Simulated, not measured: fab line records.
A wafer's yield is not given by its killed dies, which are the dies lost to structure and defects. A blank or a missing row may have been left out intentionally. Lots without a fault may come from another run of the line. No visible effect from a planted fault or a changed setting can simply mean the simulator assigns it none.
Struck lot and sound lot, side by side	flow sky130	42 out of 708 route steps
Sound: these wafers, L313.1, L313.2, L313.6. Struck: wafers L326.4, L326.5. (L326.3 of the same lot was not struck and is left out.) The cause comes at the end.
Order at every step that has rows: each side's tool, ch and its chambers, its first start. Under that, the readings that differ: sound wafers	struck wafers	difference of the means	sigmas: that difference in standard deviations of wafers without a fault.
alike: a reading whose means differ by less than 2 such deviations, as well as words and numbers matching on both sides. not compared: withheld readings; readings where some wafer has no value; bounds like >300 that might hide an equal value; numbers whose values overlap and for which the record gives no deviation.
A row with sigmas, a row that says differs or no value, or rows on one side alone: a step with any of these is where the two part. When numbers do not overlap yet have no deviation, they are printed without sigmas and do not part them. A reading missing from all wafers of one side parts the sides only when that side holds two or more wafers.

SKY_PWDE_TW_MEAS_10:
  sound on film metro-04, day 5 07:52; struck on film metro-04, day 8 16:20
  alike: PWDE_TW
then, 7 steps without rows for these wafers: SKY_NWELL_DEHYDRATE_03 (time 60 s); SKY_NWELL_HMDS_04 (prime time 60 s); SKY_NWELL_COAT_05 (resist thk 3000 nm); SKY_NWELL_SOFTBAKE_06; SKY_NWELL_EXPOSE_07 (exposes mask NWM, target cd 840 nm); SKY_NWELL_PEB_08; SKY_NWELL_DEVELOP_09 (develop time 60 s).
SKY_NWELL_OVL_MEAS_10:
  sound on overlay-01, day 6 01:05; struck on overlay-01, day 9 12:23
  alike: NWELL_00_OVL
then, 3 steps without rows for these wafers: SKY_NWELL_IMPLANT_11; SKY_NWELL_IMPLANT_12; SKY_NWELL_IMPLANT_13.
SKY_NWELL_STRIP_14: strips in O2/N2.
  sound on plasma asher-03 ch 0,1, day 6 01:34; struck on plasma asher-03 ch 0, day 9 12:54
  alike: drypump motor current A, o2 flow sccm, oes product au, strip time to endpoint s
  not compared: rf hours counter h
SKY_NWELL_TW_MEAS_15:
  sound on film metro-01, day 6 01:40; struck on film metro-04, day 9 12:59
reading	sound	struck	difference	sigmas
NWELL_TW	1784 1781 1774	1835 1850	+63	+2
then, 7 steps without rows for these wafers: SKY_NWELL_DEHYDRATE_16 (time 60 s); SKY_NWELL_HMDS_17 (prime time 60 s); SKY_NWELL_COAT_18 (resist thk 3000 nm); SKY_NWELL_SOFTBAKE_19; SKY_NWELL_EXPOSE_20 (exposes mask NWM COMPLEMENT, target cd 840 nm); SKY_NWELL_PEB_21; SKY_NWELL_DEVELOP_22 (develop time 60 s).
SKY_NWELL_OVL_MEAS_23:
  sound on overlay-02, day 6 20:50; struck on overlay-01, day 10 09:49
  alike: NWELL_01_OVL
then, 1 step without rows for these wafers: SKY_NWELL_IMPLANT_24.
SKY_NWELL_STRIP_25: strips in O2/N2.
  sound on plasma asher-01 ch 0,1, day 6 21:01; struck on plasma asher-02 ch 0, day 10 10:01
  alike: drypump motor current A, o2 flow sccm, oes product au, strip time to endpoint s
  not compared: rf hours counter h
SKY_NWELL_TW_MEAS_26:
  sound on film metro-01, day 6 21:07; struck on film metro-02, day 10 10:07
  alike: NWELL_2_TW
then, 1 step without rows for these wafers: SKY_NWELL_CLEAN_27 (cleans in SC1/SC2, time 150 s).
SKY_NWELL_RTA_28: time 30 s.
  sound on rtp anneal-01 ch 0, day 6 21:14; struck on rtp anneal-01 ch 0, day 10 10:14
  alike: lamp power pct, ramp down c per s, wafer_temp_C_max
SKY_NWELL_RS_MEAS_29: measures by four-point-probe.
  sound on film metro-02, day 6 21:20; struck on film metro-04, day 10 10:20
  alike: NWELL_RS
SKY_NWELL_RS_MEAS_31: measures by four-point-probe.
  sound on film metro-02, day 6 21:34; struck on film metro-04, day 10 10:35
  alike: PWDE_RS
then, 7 steps without rows for these wafers: SKY_VT_ADJUST_HVTP_DEHYDRATE_00 (time 60 s); SKY_VT_ADJUST_HVTP_HMDS_01 (prime time 60 s); SKY_VT_ADJUST_HVTP_COAT_02 (resist thk 1140 nm); SKY_VT_ADJUST_HVTP_SOFTBAKE_03 (time 60 s); SKY_VT_ADJUST_HVTP_EXPOSE_04 (exposes mask HVTPM, target cd 380 nm); SKY_VT_ADJUST_HVTP_PEB_05; SKY_VT_ADJUST_HVTP_DEVELOP_06 (develop time 60 s).
SKY_VT_ADJUST_HVTP_CD_MEAS_07 targets a cd of 380 nm.
  sound on cd sem-02, day 7 17:24; struck on cd sem-02, day 11 09:11
  alike: cd nm
SKY_VT_ADJUST_HVTP_OVL_MEAS_08:
  sound on overlay-01, day 7 17:31; struck on overlay-02, day 11 09:17
  alike: VT_ADJUST_HVTP_OVL
then, 1 step without rows for these wafers: SKY_VT_ADJUST_HVTP_IMPLANT_09.
SKY_VT_ADJUST_HVTP_STRIP_10: strips in O2/N2.
  sound on plasma asher-01 ch 0,1, day 7 17:43; struck on plasma asher-04 ch 0, day 11 09:29
  alike: drypump motor current A, o2 flow sccm, oes product au, strip time to endpoint s
  not compared: rf hours counter h
SKY_VT_ADJUST_HVTP_TW_MEAS_11:
  sound on film metro-04, day 7 17:49; struck on film metro-01, day 11 09:35
reading	sound	struck	difference	sigmas
VT_ADJUST_HVTP_TW	1378 1390 1381	1327 1340	-50	-2
-- a jump in the record: the struck wafers' starts before and after are 39 days apart (it breaks off in module VT_ADJUST_HVTP and resumes in module PAD_OPEN, where the first step shown is number 708 of the route) --
SKY_PAD_OPEN_PROBE_99:
  only the struck wafers here have rows in the record (prober-02, day 50 16:46); the sound ones have none

## WHERE THEY PART
Last at SKY_PAD_OPEN_PROBE_99 as far as this record goes, first at SKY_NWELL_TW_MEAS_15.

WHY: what had been put in by the simulator
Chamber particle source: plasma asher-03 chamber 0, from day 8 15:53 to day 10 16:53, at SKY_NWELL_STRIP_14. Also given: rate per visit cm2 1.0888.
